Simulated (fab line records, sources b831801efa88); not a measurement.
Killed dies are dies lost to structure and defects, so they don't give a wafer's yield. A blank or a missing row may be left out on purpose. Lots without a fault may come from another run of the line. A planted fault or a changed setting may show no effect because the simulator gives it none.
Chamber matching | flow sky130 | SKY_LI_CONTACT_CMP_02 on cmp-01: 4 sister chambers
The step polishes PSG. 4 wafers are shown with their chamber, then 6 later ones without.

WAFERS WITH THEIR CHAMBER
wafer  | chamber | motor_current_A (A)
L643.6 | 3       | 12.1
L646.2 | 2       | 13.3
L658.3 | 0       | 12.7
L658.5 | 1       | 11.4

WAFERS WITHOUT THEIR CHAMBER
wafer  | motor_current_A (A)
L661.3 | 13.2
L661.4 | 11.1
L661.5 | 11.6
L664.2 | 12.2
L664.3 | 11.8
L664.4 | 14.0

WHICH CHAMBER EACH WENT THROUGH
wafer  | from the rows above          | in truth
L661.3 | can't be placed: 2 or 0      | 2
L661.4 | 1                            | 1
L661.5 | can't be placed: 1 or 3      | 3
L664.2 | can't be placed: 3 or 0      | 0
L664.3 | can't be placed: 3 or 1 or 0 | 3
L664.4 | can't be placed: 2 or 0      | 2
Placed correctly: 1 of 6. Can't be placed from these rows: 5 (the true chamber is among the candidates in 5). Placed wrongly: 0.
How it was worked out, from the rows above alone: a wafer's distance from a chamber is the root of the sum, over the readings, of the square of ((its reading less the chamber's mean) divided by the reading's scatter). The wafer belongs to the nearest chamber; if the next one is less than 2 further off, it can't be placed. A chamber's mean is the mean of its shown wafers. The scatter: with one shown wafer a chamber, the root of the mean of the squares of how far each hidden wafer lies from its nearest shown one.
